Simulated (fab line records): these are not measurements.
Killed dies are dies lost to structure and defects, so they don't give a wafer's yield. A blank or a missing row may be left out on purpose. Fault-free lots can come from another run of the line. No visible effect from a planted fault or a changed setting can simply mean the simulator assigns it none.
Struck lot and sound lot, side by side | flow sky130 | 43 out of 708 route steps
Sound: the wafers L533.4, L533.5, L533.6. Struck: wafer L542.2 (L542.1, L542.6, from the same lot, were not struck and are left out); the cause is given at the end.
Each step with rows lists, per side, the tool, then ch with its chambers, then its first start. Under that, the readings that differ: sound wafers | struck wafers | difference of the means | sigmas: that difference in standard deviations of wafers without a fault.
alike: a reading whose means differ by less than 2 such deviations, as well as words and numbers matching on both sides. not compared: withheld readings; readings where some wafer has no value; bounds like >300 that might hide an equal value; numbers whose values overlap and for which the record gives no deviation.
A row with sigmas, a row that says differs or no value, or rows on one side alone: a step with any of these is where the two part. Numbers that don't overlap but have no deviation are shown without sigmas and don't part them. A reading missing from all wafers of one side parts the sides only when that side holds two or more wafers.

SKY_VT_ADJUST_HVTP_OVL_MEAS_08:
  sound on overlay-02 at day 5 21:59; struck on overlay-02 at day 8 12:41
  alike: VT_ADJUST_HVTP_OVL
then, 1 step without rows for these wafers: SKY_VT_ADJUST_HVTP_IMPLANT_09.
SKY_VT_ADJUST_HVTP_STRIP_10: strips in O2/N2.
  sound on plasma_asher-04 ch 0,1, day 5 22:12; struck on plasma_asher-04 ch 1, day 8 12:52
  reading                      | sound             | struck | difference                   | sigmas
  rf_hours_counter_h (h)       | - - -             | 36     | no value on the sound wafers |
  strip_time_to_endpoint_s (s) | 14.09 14.10 14.11 | 14.19  | +0.09                        | +3
  alike: drypump_motor_current_A, oes_product_au
SKY_VT_ADJUST_HVTP_TW_MEAS_11:
  sound on film_metro-01 at day 5 22:17; struck on film_metro-02 at day 8 12:58
  reading           | sound          | struck | difference | sigmas
  VT_ADJUST_HVTP_TW | 1368 1374 1365 | 1343   | -26        | -3
then, 7 steps without rows for these wafers: SKY_VT_ADJUST_LVTN_DEHYDRATE_00 (time 60 s); SKY_VT_ADJUST_LVTN_HMDS_01 (prime time 60 s); SKY_VT_ADJUST_LVTN_COAT_02 (resist thk 3000 nm); SKY_VT_ADJUST_LVTN_SOFTBAKE_03; SKY_VT_ADJUST_LVTN_EXPOSE_04 (exposes mask NWM COMPLEMENT LESS NATIVE, target cd 840 nm); SKY_VT_ADJUST_LVTN_PEB_05; SKY_VT_ADJUST_LVTN_DEVELOP_06 (develop time 60 s).
SKY_VT_ADJUST_LVTN_OVL_MEAS_07:
  sound on overlay-02 at day 6 16:49; struck on overlay-02 at day 9 11:03
  alike: VT_ADJUST_LVTN_OVL
SKY_VT_ADJUST_LVTN_IMPLANT_08:
  sound on implanter-04 ch 0, day 6 16:55; struck on implanter-04 ch 0, day 9 11:05
SKY_VT_ADJUST_LVTN_STRIP_09: strips in O2/N2.
  sound on plasma_asher-03 ch 0,1, day 6 17:01; struck on plasma_asher-01 ch 1, day 9 11:14
  reading                | sound | struck | difference                   | sigmas
  rf_hours_counter_h (h) | - - - | 52     | no value on the sound wafers |
  alike: drypump_motor_current_A, oes_product_au, strip_time_to_endpoint_s
SKY_VT_ADJUST_LVTN_TW_MEAS_10:
  sound on film_metro-03 at day 6 17:07; struck on film_metro-02 at day 9 11:20
  reading           | sound             | struck | difference | sigmas
  VT_ADJUST_LVTN_TW | 244.9 243.7 244.1 | 237.4  | -6.8       | -3
then, 7 steps without rows for these wafers: SKY_VT_ADJUST_LVTN_DEHYDRATE_11 (time 60 s); SKY_VT_ADJUST_LVTN_HMDS_12 (prime time 60 s); SKY_VT_ADJUST_LVTN_COAT_13 (resist thk 1140 nm); SKY_VT_ADJUST_LVTN_SOFTBAKE_14 (time 60 s); SKY_VT_ADJUST_LVTN_EXPOSE_15 (exposes mask HVN STD DERIVED, target cd 600 nm); SKY_VT_ADJUST_LVTN_PEB_16; SKY_VT_ADJUST_LVTN_DEVELOP_17 (develop time 60 s).
SKY_VT_ADJUST_LVTN_OVL_MEAS_18:
  sound on overlay-02 at day 7 13:07; struck on overlay-01 at day 10 10:46
  alike: VT_ADJUST_LVTN_01_OVL
then, 1 step without rows for these wafers: SKY_VT_ADJUST_LVTN_IMPLANT_19.
SKY_VT_ADJUST_LVTN_STRIP_20: strips in O2/N2.
  sound on plasma_asher-04 ch 0,1, day 7 13:19; struck on plasma_asher-04 ch 0, day 10 10:56
  reading                | sound | struck | difference                   | sigmas
  rf_hours_counter_h (h) | - - - | 41     | no value on the sound wafers |
  alike: drypump_motor_current_A, oes_product_au, strip_time_to_endpoint_s
SKY_VT_ADJUST_LVTN_TW_MEAS_21:
  sound on film_metro-02 at day 7 13:25; struck on film_metro-02 at day 10 11:02
  alike: VT_ADJUST_LVTN_2_TW
then, 7 steps without rows for these wafers: SKY_VT_ADJUST_NCORE_DEHYDRATE_00 (time 60 s); SKY_VT_ADJUST_NCORE_HMDS_01 (prime time 60 s); SKY_VT_ADJUST_NCORE_COAT_02 (resist thk 1140 nm); SKY_VT_ADJUST_NCORE_SOFTBAKE_03 (time 60 s); SKY_VT_ADJUST_NCORE_EXPOSE_04 (exposes mask LVTN COMPLEMENT THIN, target cd 380 nm); SKY_VT_ADJUST_NCORE_PEB_05; SKY_VT_ADJUST_NCORE_DEVELOP_06 (develop time 60 s).
SKY_VT_ADJUST_NCORE_CD_MEAS_07: target cd 380 nm.
  sound on cd_sem-02 at day 8 09:55; struck on cd_sem-01 at day 11 10:07
  reading    | sound             | struck | difference | sigmas
  cd_nm (nm) | 381.0 386.4 383.3 | 378.7  | -4.9       | -2
SKY_VT_ADJUST_NCORE_OVL_MEAS_08:
  sound on overlay-01 at day 8 10:00; struck on overlay-02 at day 11 10:14
  alike: VT_ADJUST_NCORE_OVL
then, 1 step without rows for these wafers: SKY_VT_ADJUST_NCORE_IMPLANT_09.
SKY_VT_ADJUST_NCORE_STRIP_10: strips in O2/N2.
  sound on plasma_asher-02 ch 0,1, day 8 10:12; struck on plasma_asher-02 ch 1, day 11 10:26
  reading                | sound | struck | difference                   | sigmas
  rf_hours_counter_h (h) | - - - | 55     | no value on the sound wafers |
  alike: drypump_motor_current_A, oes_product_au, strip_time_to_endpoint_s
SKY_VT_ADJUST_NCORE_TW_MEAS_11:
  sound on film_metro-04 at day 8 10:18; struck on film_metro-02 at day 11 10:32
  alike: VT_ADJUST_NCORE_TW
then, 4 steps without rows for these wafers: SKY_VT_ADJUST_HVTR_DEHYDRATE_00 (time 60 s); SKY_VT_ADJUST_HVTR_HMDS_01 (prime time 60 s); SKY_VT_ADJUST_HVTR_COAT_02 (resist thk 1140 nm); SKY_VT_ADJUST_HVTR_SOFTBAKE_03 (time 60 s).
-- a jump in the record: the struck wafers' starts before and after are 37 days apart (it breaks off in module VT_ADJUST_HVTR and resumes in module PAD_OPEN, where the first step shown is number 708 of the route) --
SKY_PAD_OPEN_PROBE_99:
  sound on prober-01 at day 45 19:49; struck on prober-01 at day 48 13:20
  reading                          | sound                 | struck | difference | sigmas
  model.etest.nfet_01v8.vt_v_range | 0.015 0.01554 0.01662 | 0.0149 | -0.0008    |
  alike: killed_at_M0_to_M3, killed_at_M4_up, killed_at_contacts, killed_at_front_end, killed_at_other, killed_dies, killed_open, killed_short
  not compared: model.etest.nfet_01v8.drive_ua_um_range

## WHERE THEY PART
At SKY_VT_ADJUST_HVTP_STRIP_10 first; at SKY_VT_ADJUST_NCORE_STRIP_10 last (within this record only). Later steps at which nothing parts them and some readings are alike: SKY_VT_ADJUST_NCORE_TW_MEAS_11, SKY_PAD_OPEN_PROBE_99.

WHY: whatever the simulator had introduced
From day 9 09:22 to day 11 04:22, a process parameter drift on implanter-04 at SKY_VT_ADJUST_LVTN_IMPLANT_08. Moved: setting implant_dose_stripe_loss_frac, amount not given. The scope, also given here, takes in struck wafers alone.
